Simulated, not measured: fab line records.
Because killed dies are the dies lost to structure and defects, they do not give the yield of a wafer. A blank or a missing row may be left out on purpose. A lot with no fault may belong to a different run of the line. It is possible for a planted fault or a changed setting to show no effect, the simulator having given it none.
Matching of chambers | flow gf180mcu | GF_STI_CMP_25 on cmp-01: 4 sister chambers
The step polishes, stops on Si3N4, t overpolish 33 s, target thk 524.6 nm. 7 wafers are shown with their chamber, then 8 later ones without.

== WAFERS WITH THEIR CHAMBER ==
wafer  | chamber | motor current A (A) | time to endpoint s (s)
L899.4 | 0       | 13.0                | 117
L900.5 | 3       | 11.3                | 123
L900.6 | 2       | 11.3                | 120
L901.1 | 1       | 11.1                | 121
L901.3 | 2       | 11.4                | 122
L901.4 | 3       | 11.1                | 119
L906.1 | 1       | 11.1                | 119

== WAFERS MISSING THEIR CHAMBER ==
wafer  | motor current A (A) | time to endpoint s (s)
L906.2 | 12.1                | 114
L906.4 | 11.6                | 127
L907.1 | 12.8                | 118
L907.4 | 11.0                | 122
L907.5 | 11.3                | 122
L910.1 | 11.6                | 120
L910.3 | 10.8                | 121
L910.4 | 11.2                | 119

== THE CHAMBER EACH PASSED THROUGH ==
wafer  | from the rows above          | in truth
L906.2 | can't be placed: 2 or 0 or 3 | 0
L906.4 | can't be placed: 2 or 3      | 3
L907.1 | 0                            | 0
L907.4 | can't be placed: 1 or 3      | 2
L907.5 | can't be placed: 2 or 3 or 1 | 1
L910.1 | can't be placed: 2 or 3      | 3
L910.3 | can't be placed: 1 or 3      | 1
L910.4 | can't be placed: 3 or 1 or 2 | 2
Placed correctly: 1 of 8. Can't be placed from these rows: 7 (the true chamber is among the candidates in 6). Number placed wrongly: 0.
How it was worked out, from the rows above alone: a wafer's distance from a chamber is the root of the sum, over the readings, of the square of ((its reading less the chamber's mean) divided by the reading's scatter). The wafer belongs to the nearest chamber; if the next one is less than 2 further off, it can't be placed. The mean given for a chamber averages the wafers shown for that chamber. The scatter: take each reading less its chamber's mean, square it, sum over the shown wafers, divide by the number of wafers less the number of chambers, and take the root.
